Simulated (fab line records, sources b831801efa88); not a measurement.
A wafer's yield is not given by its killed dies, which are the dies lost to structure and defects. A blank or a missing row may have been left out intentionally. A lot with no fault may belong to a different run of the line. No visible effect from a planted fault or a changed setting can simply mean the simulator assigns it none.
fab line records	flow sky130
record: lots: 7	wafers: 21	last-day: 50
route steps=708 shown METAL2@495 VIA2@507 PAD_OPEN@708
lots that met no fault: taken from a fault-free run of the same line
start-h: hours from the record's first day to the start of the lot's first wafer shown	wait-h: hours elapsed since this lot's preceding step	" unchanged from the row above	L1.1+2: one row covering several wafers at once	- value missing, or start not given	* or withheld: withheld	< > ~ a bound
route shown NAME@n: NAME is a module with steps in the file, n the number in the route of the first one	usual: average and standard deviation across the fault-free wafers	same: alike in all rows	chamber/n: place in a boat	sites: readings site by site	_std_site: standard deviation across them	_edge_site: outer sites' mean less inner sites'	radius-mm: how far each site lies from the wafer's centre	mask NAME#n: copy n	behind: the most recent tool/chamber to have shaped the wafer	hold: reason for holding the lot/hours on hold/outcome of the hold	device: whichever transistor did not switch (one of n, p or np)	end of line: at the end of the route, the tests of the same wafers	for a step that has no rows: nothing shown but its recipe	killed: dies lost to structure and defects at the first sort, not the wafer's yield	map: a wafer's dies, x killed, . not, _ none there
set.NAME: the setting that was run; set.NAME@STEP: the one run at that earlier step	model.NAME: the simulator's own value behind a step, which no gauge read
lots at selected steps of the route; one table per step, one row per wafer
services: from which hour (start-h, from the record's first day; less than 0 if before it) a tool's chamber was out of use, for how many hours, and why
== steps ==
step: SKY_METAL2_EXPOSE_12
recipe: mask-id: MM2	na: 0.8	source-shape: annular	sigma-inner: 0.55	sigma-outer: 0.85	target-cd-nm: 140	dose-mj: 28
step: SKY_METAL2_PEB_13
recipe: peb-temp-c: withheld	peb-time-s: withheld	resist: KrF-thick
step: SKY_METAL2_DEVELOP_14
recipe: develop-time-s: 60	resist: KrF-thick	dev-temp-c: 21
step: SKY_METAL2_CD_MEAS_15
recipe: target-cd-nm: 140
usual: cd-nm: 139.5/1.4
lot.wafer	tool	chamber	start-h	wait-h	cd-nm
L720.4	cd-sem-01	-	849.83	-	139.9
L720.5	"	-	"	"	141.3
L720.6	"	-	"	"	140.7
L724.1	cd-sem-02	-	889.97	-	139.3
L724.2	"	-	"	"	138.8
L724.3	"	-	"	"	139.9
L726.2	cd-sem-02	-	900.13	-	140.6
L726.4	"	-	"	"	140.8
L726.6	"	-	"	"	140.8
L729.2	cd-sem-01	-	923.89	-	137.5
L729.3	"	-	"	"	137.3
L729.6	"	-	"	"	138.1
L737.3	cd-sem-02	-	986.21	-	138.2
L737.4	"	-	"	"	138.5
L737.5	"	-	"	"	139.7
L738.2	cd-sem-02	-	994.23	-	141.5
L738.3	"	-	"	"	142.1
L738.6	"	-	"	"	142.5
L739.2	cd-sem-02	-	996.39	-	140.2
L739.4	"	-	"	"	138.8
L739.5	"	-	"	"	139.8
step: SKY_METAL2_OVL_MEAS_16
usual: METAL2_OVL: 0/6.1
lot.wafer	tool	chamber	start-h	wait-h	METAL2_OVL[nm]
L720.4	overlay-01	-	849.91	0.1	1
L720.5	"	-	"	"	12
L720.6	"	-	"	"	1
L724.1	overlay-02	-	890.09	0.1	-1
L724.2	"	-	"	"	10
L724.3	"	-	"	"	-4
L726.2	overlay-01	-	900.23	0.1	6
L726.4	"	-	"	"	2
L726.6	"	-	"	"	7
L729.2	overlay-02	-	923.99	0.1	-6
L729.3	"	-	"	"	2
L729.6	"	-	"	"	-2
L737.3	overlay-01	-	986.30	0.1	-11
L737.4	"	-	"	"	0
L737.5	"	-	"	"	-7
L738.2	overlay-01	-	994.34	0.1	11
L738.3	"	-	"	"	-4
L738.6	"	-	"	"	11
L739.2	overlay-02	-	996.50	0.1	6
L739.4	"	-	"	"	0
L739.5	"	-	"	"	-1
step: SKY_METAL2_DESCUM_17
recipe: chemistry: O2	source-power-w: 150	bias-power-w: 0	pressure-mtorr: 10	temp-c: 40	time-s: 8
usual: drypump-motor-current-A: 5.7/0.35	oes-product-au: 1.004/0.011	temp-c: 40.02/0.099
lot.wafer	tool	chamber	start-h	wait-h	drypump-motor-current-A	oes-product-au	rf-hours-counter-h	temp-c
L720.4	rie-metal-04	0	849.94	0.0	5.5	1.002	-	40.00
L720.5	"	1	"	"	5.2	0.999	-	40.04
L720.6	"	0	"	"	5.4	1.021	-	40.11
L724.1	rie-metal-01	0	890.13	0.0	5.7	1.007	9	40.19
L724.2	"	1	"	"	5.8	1.018	12	39.95
L724.3	"	1	"	"	5.9	1.026	-	40.03
L726.2	rie-metal-04	0	900.26	0.0	5.5	1.000	13	39.95
L726.4	"	1	"	"	5.2	0.999	-	40.10
L726.6	"	1	"	"	5.2	0.988	-	40.18
L729.2	rie-metal-03	0	924.02	0.0	5.5	0.991	17	40.02
L729.3	"	0	"	"	5.5	1.005	-	40.02
L729.6	"	0	"	"	5.5	1.000	-	39.99
L737.3	rie-metal-04	1	986.33	0.0	5.2	0.998	-	39.98
L737.4	"	0	"	"	5.5	1.026	-	40.00
L737.5	"	0	"	"	5.5	1.008	-	40.09
L738.2	rie-metal-04	1	994.37	0.0	5.2	0.998	12	40.13
L738.3	"	0	"	"	5.5	1.008	-	40.01
L738.6	"	1	"	"	5.2	0.990	-	40.12
L739.2	rie-metal-04	0	996.53	0.0	5.5	1.018	17	40.08
L739.4	"	1	"	"	5.2	0.983	-	40.14
L739.5	"	1	"	"	5.1	0.994	-	40.20
step: SKY_METAL2_ETCH_18
recipe: chemistry: N2/H2	target: BARC	ion-energy-ev: 200	bias-w: 100	pressure-mtorr: 30	n2-flow-sccm: 100	h2-flow-sccm: 200	icp-w: 500	stop-on: SiO2	time-s: 45.9	target-depth-a: 600
usual: drypump-motor-current-A: 5.7/0.35	oes-product-au: 0.855/0.005	throttle-valve-pct: 13.225/0.0087
lot.wafer	tool	chamber	start-h	wait-h	drypump-motor-current-A	oes-product-au	rf-hours-counter-h	throttle-valve-pct
L720.4	rie-metal-04	0	849.98	0.0	5.5	0.857	-	13.201
L720.5	"	1	"	"	5.2	0.851	-	13.222
L720.6	"	0	"	"	5.4	0.850	-	13.209
L724.1	rie-metal-01	0	890.16	0.0	5.7	0.860	9	13.232
L724.2	"	1	"	"	5.9	0.858	12	13.220
L724.3	"	1	"	"	5.9	0.855	-	13.223
L726.2	rie-metal-04	0	900.30	0.0	5.5	0.854	13	13.231
L726.4	"	1	"	"	5.2	0.855	-	13.225
L726.6	"	1	"	"	5.2	0.848	-	13.223
L729.2	rie-metal-03	0	924.05	0.0	5.5	0.851	17	13.216
L729.3	"	0	"	"	5.5	0.851	-	13.223
L729.6	"	0	"	"	5.5	0.847	-	13.238
L737.3	rie-metal-04	1	986.37	0.0	5.2	0.854	-	13.211
L737.4	"	0	"	"	5.5	0.847	-	13.231
L737.5	"	0	"	"	5.5	0.843	-	13.222
L738.2	rie-metal-04	1	994.40	0.0	5.2	0.858	12	13.225
L738.3	"	0	"	"	5.5	0.850	-	13.224
L738.6	"	1	"	"	5.2	0.843	-	13.228
L739.2	rie-metal-04	0	996.56	0.0	5.4	0.853	17	13.230
L739.4	"	1	"	"	5.1	0.859	-	13.221
L739.5	"	1	"	"	5.2	0.860	-	13.211
step: SKY_METAL2_METAL_ETCH_19
recipe: target-depth-a: 3600	stop-on: SiO2	over-etch-frac: 0.3	time-s: 78	chemistry: Cl2/BCl3	resist-sidewall-deg: 88	pressure-mtorr: 10	icp-w: 900	bias-w: 48.5	Cl2_flow_sccm: 60	bcl3-flow-sccm: 30
usual: drypump-motor-current-A: 5.7/0.34	oes-product-au: 0.856/0.006	throttle-valve-pct: 22.265/0.0094
lot.wafer	tool	chamber	start-h	wait-h	drypump-motor-current-A	oes-product-au	rf-hours-counter-h	throttle-valve-pct
L720.4	rie-metal-04	0	850.05	0.1	5.4	0.862	-	22.267
L720.5	"	1	"	"	5.2	0.853	-	22.267
L720.6	"	0	"	"	5.4	0.856	-	22.256
L724.1	rie-metal-01	0	890.22	0.0	5.7	0.853	9	22.262
L724.2	"	1	"	"	5.9	0.857	12	22.253
L724.3	"	1	"	"	5.9	0.852	-	22.260
L726.2	rie-metal-04	0	900.36	0.0	5.4	0.856	13	22.274
L726.4	"	1	"	"	5.2	0.856	-	22.271
L726.6	"	1	"	"	5.2	0.857	-	22.249
L729.2	rie-metal-03	0	924.12	0.0	5.5	0.850	17	22.264
L729.3	"	0	"	"	5.5	0.860	-	22.265
L729.6	"	0	"	"	5.5	0.858	-	22.268
L737.3	rie-metal-04	1	986.45	0.1	5.2	0.846	-	22.271
L737.4	"	0	"	"	5.5	0.850	-	22.267
L737.5	"	0	"	"	5.5	0.857	-	22.269
L738.2	rie-metal-04	1	994.46	0.0	5.2	0.847	12	22.246
L738.3	"	0	"	"	5.5	0.856	-	22.277
L738.6	"	1	"	"	5.2	0.851	-	22.274
L739.2	rie-metal-04	0	996.62	0.0	5.5	0.863	17	22.254
L739.4	"	1	"	"	5.2	0.866	-	22.264
L739.5	"	1	"	"	5.2	0.850	-	22.265
step: SKY_METAL2_STRIP_20
recipe: chemistry: O2/N2	power-w: 1400	pressure-mtorr: 1500	platen-temp-c: withheld	o2-flow-sccm: 3000	n2-flow-sccm: 300	overash-fraction: 0.5
usual: drypump-motor-current-A: 5.2/0.45	oes-product-au: 0.342/0.0048	strip-time-to-endpoint-s: 2.68/0.052
lot.wafer	tool	chamber	start-h	wait-h	drypump-motor-current-A	oes-product-au	rf-hours-counter-h	strip-time-to-endpoint-s
L720.4	plasma-asher-04	0	850.14	0.1	4.9	0.345	-	2.65
L720.5	"	0	"	"	4.9	0.344	-	2.71
L720.6	"	1	"	"	5.2	0.339	-	2.63
L724.1	plasma-asher-01	1	890.31	0.1	4.6	0.343	75	2.65
L724.2	"	0	"	"	5.9	0.342	75	2.60
L724.3	"	1	"	"	4.6	0.342	-	2.59
L726.2	plasma-asher-01	0	900.45	0.1	5.9	0.336	76	2.61
L726.4	"	1	"	"	4.6	0.340	-	2.73
L726.6	"	0	"	"	5.9	0.338	-	2.70
L729.2	plasma-asher-01	1	924.21	0.1	4.6	0.352	79	2.72
L729.3	"	0	"	"	5.9	0.338	-	2.75
L729.6	"	0	"	"	5.9	0.349	-	2.74
L737.3	plasma-asher-01	0	986.54	0.1	5.9	0.346	-	2.68
L737.4	"	1	"	"	4.7	0.339	-	2.64
L737.5	"	1	"	"	4.6	0.344	-	2.60
L738.2	plasma-asher-04	0	994.55	0.1	4.9	0.340	25	2.72
L738.3	"	0	"	"	4.9	0.341	-	2.64
L738.6	"	1	"	"	5.2	0.344	-	2.69
L739.2	plasma-asher-04	1	996.71	0.1	5.2	0.336	26	2.66
L739.4	"	1	"	"	5.2	0.341	-	2.75
L739.5	"	0	"	"	4.9	0.342	-	2.73
step: SKY_METAL2_STRIP_21
recipe: chemistry: post-etch-residue-remover	time-s: 1200	temp-c: 72.5
step: SKY_METAL2_CLEAN_22
recipe: chemistry: IPA	time-s: 180	temp-c: 25
step: SKY_METAL2_CLEAN_23
recipe: chemistry: O3/DIW	dry: n2-spin
step: SKY_VIA2_HDPCVD_00
recipe: material: SiO2	target-thk-nm: 1180	sigma-open-frac: 0.3	time-s: 196.7	temp-c: 400	sih4-flow-sccm: 60	pressure-mtorr: 6
lot.wafer	tool	chamber	start-h	wait-h	model.SiO2_of_VIA2_HDPCVD_00.thk-nm
L720.4	hdpcvd-01	2	850.80	0.1	1181
L720.5	"	1	"	"	1183
L720.6	"	0	"	"	1199
L724.1	hdpcvd-02	1	890.92	0.0	1177
L724.2	"	0	"	"	1190
L724.3	"	2	"	"	1171
L726.2	hdpcvd-01	2	901.08	0.0	1174
L726.4	"	2	"	"	1184
L726.6	"	1	"	"	1180
L729.2	hdpcvd-01	2	924.80	0.0	1186
L729.3	"	1	"	"	1180
L729.6	"	0	"	"	1182
L737.3	hdpcvd-01	1	987.10	0.0	596.4
L737.4	"	1	"	"	1181
L737.5	"	0	"	"	612.3
L738.2	hdpcvd-01	1	995.14	0.0	591.6
L738.3	"	0	"	"	593.8
L738.6	"	2	"	"	1157
L739.2	hdpcvd-01	2	997.30	0.0	587.3
L739.4	"	0	"	"	1179
L739.5	"	1	"	"	585.8
step: SKY_VIA2_THK_MEAS_01
recipe: reads: SiO2_of_VIA2_HDPCVD_00
usual: VIA2_HDPCVD_THK: 1180/12
lot.wafer	tool	chamber	start-h	wait-h	VIA2_HDPCVD_THK[nm]
L720.4	film-metro-04	-	850.89	0.0	1181
L720.5	"	-	"	"	1184
L720.6	"	-	"	"	1200
L724.1	film-metro-01	-	891.05	0.1	1177
L724.2	"	-	"	"	1192
L724.3	"	-	"	"	1171
L726.2	film-metro-04	-	901.22	0.1	1173
L726.4	"	-	"	"	1183
L726.6	"	-	"	"	1180
L729.2	film-metro-02	-	924.94	0.1	1186
L729.3	"	-	"	"	1179
L729.6	"	-	"	"	1182
L737.3	film-metro-04	-	987.25	0.1	596
L737.4	"	-	"	"	1180
L737.5	"	-	"	"	612
L738.2	film-metro-01	-	995.28	0.1	592
L738.3	"	-	"	"	594
L738.6	"	-	"	"	1157
L739.2	film-metro-01	-	997.44	0.1	587
L739.4	"	-	"	"	1178
L739.5	"	-	"	"	585
step: SKY_VIA2_CMP_02
recipe: material: SiO2	down-force-psi: 4	platen-rpm: 60	pad-velocity-m-s: 0.94248
usual: head-pressure-psi: 4.000/0.0083	motor-current-A: 12.1/1.8	slurry-flow-ml-min: 150.1/0.46
lot.wafer	tool	chamber	start-h	wait-h	head-pressure-psi	motor-current-A	slurry-flow-ml-min
L720.4	cmp-02	3	851.02	0.1	4.016	11.3	150.4
L720.6	"	1	"	"	3.996	9.3	150.5
L720.5	"	2	"	"	4.004	11.1	150.3
L724.2	cmp-02	0	891.11	0.0	4.005	12.6	150.3
L724.1	"	1	"	"	3.995	9.2	150.1
L724.3	"	3	"	"	4.015	11.3	149.4
L726.2	cmp-02	1	901.37	0.1	3.999	9.7	149.9
L726.4	"	2	"	"	4.004	10.9	150.8
L726.6	"	3	"	"	4.011	11.2	149.8
L729.2	cmp-01	0	924.99	0.0	4.008	14.1	150.1
L729.3	"	2	"	"	4.011	10.8	149.8
L729.6	"	1	"	"	4.002	11.6	150.2
L737.4	cmp-01	0	987.29	0.0	3.996	14.4	150.4
L737.3	"	1	"	"	4.013	11.4	150.4
L737.5	"	1	"	"	3.998	11.2	150.4
L738.2	cmp-02	0	995.38	0.1	3.998	12.7	150.1
L738.3	"	2	"	"	4.001	11.4	150.3
L738.6	"	3	"	"	3.980	11.3	149.9
L739.2	cmp-01	0	997.49	0.0	3.992	12.9	149.5
L739.4	"	3	"	"	4.009	15.9	149.7
L739.5	"	1	"	"	3.995	12.2	150.3
step: SKY_PAD_OPEN_PROBE_99
usual: defect-limited-yield: 82.3/1.8	killed_at_M0_to_M3: 43/6	killed_at_M4_up: 3.2/1.9	killed-at-contacts: 25/5.4	killed-at-front-end: 15/4.5	killed-at-other: 0.3/0.59	killed-dies: 87/8.7	killed-open: 47/6.7	killed-short: 39/5.7
same: gross-dies: 492	killed-at-back-side: 0
lot.wafer	tool	chamber	start-h	wait-h	defect-limited-yield[%]	killed_at_M0_to_M3	killed_at_M4_up	killed-at-contacts	killed-at-front-end	killed-at-other	killed-dies	killed-open	killed-short	model.etest.tester.sort-n-pass	model.etest.tester.sort-yield-pct	model.etest.tester.sort_bin_3_pct	model.etest.met3-comb.leak-log10-a-um	model.etest.tester.sort_bin_8_pct	model.etest.tester.sort_bin_4_pct
L720.4	prober-02	-	1102.84	0.2	82.5	42	9	19	15	1	86	49	37	406	82.52	0.2033	-12.2	0	0
L720.5	prober-02	-	1102.89	0.2	82.1	45	3	26	14	0	88	43	44	404	82.11	1.016	-12.11	0	0
L720.6	prober-02	-	1102.94	0.2	84.1	37	3	20	17	1	78	42	36	414	84.15	0.2033	-11.91	0	0
L724.1	prober-02	-	1133.24	0.1	81.5	45	7	24	14	1	91	56	35	401	81.5	0.4065	-12.06	0	0
L724.2	prober-02	-	1133.29	0.1	79.5	50	3	19	29	0	101	58	43	391	79.47	0.6098	-11.98	0	0
L724.3	prober-02	-	1133.34	0.2	80.9	47	2	30	15	0	94	49	45	398	80.89	1.423	-12	0	0
L726.2	prober-02	-	1140.11	0.1	85.2	34	2	21	16	0	73	37	35	419	85.16	0.4065	-12.02	0	0
L726.4	prober-02	-	1140.21	0.2	83.1	44	1	27	11	0	83	49	33	409	83.13	0.4065	-11.87	0	0
L726.6	prober-02	-	1140.31	0.2	81.3	37	3	29	23	0	92	44	48	400	81.3	0.4065	-12.1	0	0
L729.2	prober-01	-	1160.78	0.1	80.9	48	5	24	17	0	94	59	35	398	80.89	1.22	-11.88	0	0
L729.3	prober-01	-	1160.83	0.2	84.3	38	4	25	10	0	77	36	41	415	84.35	0.4065	-11.94	0	0
L729.6	prober-01	-	1160.98	0.2	82.9	51	3	21	9	0	84	44	40	408	82.93	1.626	-12.06	0	0
L737.3	prober-01	-	1208.69	0.2	83.9	40	2	29	8	0	79	52	27	237	48.17	36.78	-6.924	1.699e-05	0
L737.4	prober-01	-	1208.74	0.2	82.5	40	1	31	14	0	86	54	32	406	82.52	0.813	-11.89	0	0
L737.5	prober-01	-	1208.79	0.2	78.9	52	1	36	14	1	104	50	54	215	43.7	36.79	-6.909	8.585e-07	0
L738.2	prober-02	-	1208.99	0.1	84.3	42	4	20	11	0	77	38	39	241	48.98	35.57	-7.014	0.000331	4.829e-15
L738.3	prober-02	-	1209.04	0.2	79.5	67	3	18	13	0	101	56	45	213	43.29	36.99	-7.137	4.506e-06	0
L738.6	prober-02	-	1209.19	0.2	82.5	48	4	20	14	0	86	42	44	406	82.52	1.016	-11.98	0	0
L739.2	prober-01	-	1210.14	0.1	83.3	44	2	25	11	0	82	45	37	231	46.95	36.99	-7.068	8.734e-08	0
L739.4	prober-01	-	1210.24	0.2	84.1	38	4	23	13	0	78	45	33	414	84.15	1.423	-12.08	0	0
L739.5	prober-01	-	1210.29	0.2	83.1	43	2	27	11	0	83	49	34	215	43.7	40.23	-7.021	4.196e-10	0
killed by level:class
L720.4 CONTACT:geometric-particle:open=11 VIA1:geometric-particle:open=10 VIA2:geometric-particle:open=7 METAL4:geometric-particle:short=6 VIA1:geometric-particle:short=5 CONTACT:geometric-particle:short=4 METAL1:geometric-particle:open=4 FIELD_ISO:geometric-particle:short=3
L720.5 VIA1:geometric-particle:open=11 CONTACT:geometric-particle:open=7 CONTACT:geometric-particle:short=6 VIA1:geometric-particle:short=6 VIA3:geometric-particle:open=5 POLY_GATE:geometric-particle:short=5 LI_CONTACT:geometric-particle:short=4 LI_CONTACT:geometric-particle:open=4
L720.6 VIA1:geometric-particle:open=8 VIA2:geometric-particle:open=8 CONTACT:geometric-particle:open=7 METAL1:geometric-particle:short=6 POLY_GATE:geometric-particle:short=5 METAL2:geometric-particle:short=5 FIELD_ISO:geometric-particle:short=4 FIELD_ISO:geometric-particle:open=4
L724.1 VIA1:geometric-particle:open=15 LI_CONTACT:geometric-particle:open=8 CONTACT:geometric-particle:open=8 VIA2:geometric-particle:open=8 VIA3:geometric-particle:open=7 METAL1:geometric-particle:short=5 METAL4:geometric-particle:short=5 FIELD_ISO:geometric-particle:short=4
L724.2 VIA1:geometric-particle:open=9 VIA2:geometric-particle:open=9 FIELD_ISO:geometric-particle:short=8 LI_CONTACT:geometric-particle:open=7 CONTACT:geometric-particle:open=7 METAL2:geometric-particle:short=7 VIA3:geometric-particle:open=7 FIELD_ISO:geometric-particle:open=6
L724.3 VIA2:geometric-particle:open=10 LI_CONTACT:geometric-particle:open=8 METAL1:geometric-particle:short=8 VIA1:geometric-particle:open=8 LOCAL_INTERCONNECT:geometric-particle:short=7 CONTACT:geometric-particle:open=6 CONTACT:geometric-particle:short=6 FIELD_ISO:geometric-particle:open=4
L726.2 VIA1:geometric-particle:open=7 VIA1:geometric-particle:short=7 CONTACT:geometric-particle:short=6 CONTACT:geometric-particle:open=6 FIELD_ISO:geometric-particle:open=5 VIA3:geometric-particle:short=5 LI_CONTACT:geometric-particle:short=4 VIA2:geometric-particle:open=4
L726.4 VIA1:geometric-particle:open=13 LI_CONTACT:geometric-particle:open=8 CONTACT:geometric-particle:open=8 METAL1:geometric-particle:short=7 VIA3:geometric-particle:open=7 VIA2:geometric-particle:open=6 FIELD_ISO:geometric-particle:short=5 LOCAL_INTERCONNECT:geometric-particle:short=5
L726.6 FIELD_ISO:geometric-particle:short=10 CONTACT:geometric-particle:open=10 FIELD_ISO:geometric-particle:open=7 LI_CONTACT:geometric-particle:open=7 METAL1:geometric-particle:short=7 VIA3:geometric-particle:open=7 CONTACT:geometric-particle:short=6 LOCAL_INTERCONNECT:geometric-particle:short=4
L729.2 VIA1:geometric-particle:open=13 METAL2:geometric-particle:short=12 LI_CONTACT:geometric-particle:open=11 CONTACT:geometric-particle:open=10 VIA3:geometric-particle:open=7 FIELD_ISO:geometric-particle:short=4 POLY_GATE:geometric-particle:short=4 METAL1:geometric-particle:short=4
L729.3 LI_CONTACT:geometric-particle:open=8 CONTACT:geometric-particle:open=7 METAL2:geometric-particle:short=7 VIA2:geometric-particle:open=6 METAL1:geometric-particle:short=5 FIELD_ISO:geometric-particle:short=4 LI_CONTACT:geometric-particle:short=4 CONTACT:geometric-particle:short=4
L729.6 VIA3:geometric-particle:open=10 VIA1:geometric-particle:short=9 LI_CONTACT:geometric-particle:open=8 METAL1:geometric-particle:short=7 VIA2:geometric-particle:open=7 VIA1:geometric-particle:open=7 CONTACT:geometric-particle:open=5 VIA3:geometric-particle:short=5
L737.3 CONTACT:geometric-particle:open=13 VIA2:geometric-particle:open=8 LI_CONTACT:geometric-particle:open=8 VIA3:geometric-particle:open=7 VIA1:geometric-particle:open=6 VIA1:geometric-particle:short=5 CONTACT:geometric-particle:short=4 LOCAL_INTERCONNECT:geometric-particle:short=3
L737.4 CONTACT:geometric-particle:open=13 VIA1:geometric-particle:open=12 LI_CONTACT:geometric-particle:open=8 VIA1:geometric-particle:short=8 FIELD_ISO:geometric-particle:short=4 POLY_GATE:geometric-particle:open=4 LOCAL_INTERCONNECT:geometric-particle:short=4 VIA2:geometric-particle:open=4
L737.5 METAL2:geometric-particle:short=12 LI_CONTACT:geometric-particle:open=11 CONTACT:geometric-particle:open=11 VIA3:geometric-particle:open=8 VIA1:geometric-particle:open=7 LOCAL_INTERCONNECT:geometric-particle:short=6 METAL3:geometric-particle:short=5 CONTACT:geometric-particle:short=5
L738.2 CONTACT:geometric-particle:open=8 METAL1:geometric-particle:short=8 VIA1:geometric-particle:open=7 VIA3:geometric-particle:open=7 METAL2:geometric-particle:short=6 POLY_GATE:geometric-particle:short=5 LOCAL_INTERCONNECT:geometric-particle:short=5 VIA2:geometric-particle:open=5
L738.3 VIA1:geometric-particle:open=15 METAL1:geometric-particle:short=12 VIA1:geometric-particle:short=9 VIA2:geometric-particle:open=9 VIA3:geometric-particle:open=7 CONTACT:geometric-particle:open=6 LI_CONTACT:geometric-particle:open=6 METAL2:geometric-particle:short=5
L738.6 VIA1:geometric-particle:open=10 VIA3:geometric-particle:open=7 METAL1:geometric-particle:short=6 VIA2:geometric-particle:open=6 VIA2:geometric-particle:short=6 POLY_GATE:geometric-particle:short=5 LI_CONTACT:geometric-particle:open=5 LOCAL_INTERCONNECT:geometric-particle:short=5
L739.2 VIA1:geometric-particle:open=9 CONTACT:geometric-particle:open=7 VIA2:geometric-particle:open=6 CONTACT:geometric-particle:short=5 METAL2:geometric-particle:short=5 POLY_GATE:geometric-particle:open=4 LOCAL_INTERCONNECT:geometric-particle:open=4 LOCAL_INTERCONNECT:geometric-particle:short=4
L739.4 LI_CONTACT:geometric-particle:open=8 CONTACT:geometric-particle:open=7 VIA1:geometric-particle:open=6 VIA2:geometric-particle:open=6 CONTACT:geometric-particle:short=5 METAL2:geometric-particle:short=4 METAL1:geometric-particle:short=4 METAL1:geometric-particle:open=4
L739.5 VIA1:geometric-particle:open=12 CONTACT:geometric-particle:open=7 VIA3:geometric-particle:open=7 LI_CONTACT:geometric-particle:short=6 VIA2:geometric-particle:open=6 POLY_GATE:geometric-particle:open=5 LI_CONTACT:geometric-particle:open=5 CONTACT:geometric-particle:short=5
== services ==
tool	chamber	start-h	hours	kind
plasma-asher-01	-	833.46	3.6	repair
rie-metal-04	-	842.63	0.7	repair
hdpcvd-02	-	850.63	2.8	pm
rie-metal-04	0	882.02	5.4	repair
cmp-02	-	912.00	4.0	pm
cmp-02	-	916.00	-	consumable-replace:conditioner
cmp-02	-	916.00	-	consumable-replace:pad
cmp-02	-	944.91	4.8	repair
rie-metal-04	-	950.01	14.6	pm
hdpcvd-01	-	950.25	15.0	pm
hdpcvd-01	0	950.25	24.0	vent-cycle
hdpcvd-01	1	950.25	15.0	vent-cycle
hdpcvd-01	2	950.25	15.0	vent-cycle
hdpcvd-01	0	963.09	11.1	repair
hdpcvd-01	0	965.25	-	clean
hdpcvd-01	1	965.25	-	clean
hdpcvd-01	2	965.25	-	clean
cmp-02	-	974.45	3.7	pm
cmp-01	-	992.15	5.2	pm
== key ==
first-sign: step: SKY_VIA2_THK_MEAS_01	reading: VIA2_HDPCVD_THK	direction: down	sigmas: 48	usual: 1180	struck: 594
effect none on later readings
model-effect: step: SKY_VIA2_HDPCVD_00	value: SiO2_of_VIA2_HDPCVD_00.thk-nm	without: 1178	struck: 594.5
model-effect: step: SKY_PAD_OPEN_PROBE_99	value: etest.tester.sort-n-pass	without: 404.3	struck: 225.3
met-at SKY_VIA2_HDPCVD_00
struck-wafers L737.3,L737.5,L738.2,L738.3,L739.2,L739.5
onset-between 924.80 987.10
fault: kind: process-parameter-drift	tool: hdpcvd-01	chamber: -	onset-h: 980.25	steps: SKY_VIA2_HDPCVD_00	channel: target-thk-nm	offset: -583.71	shape: step	end-h: 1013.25	scope: struck-wafers-only	acts-in: these-recipes-only	stated: 1180
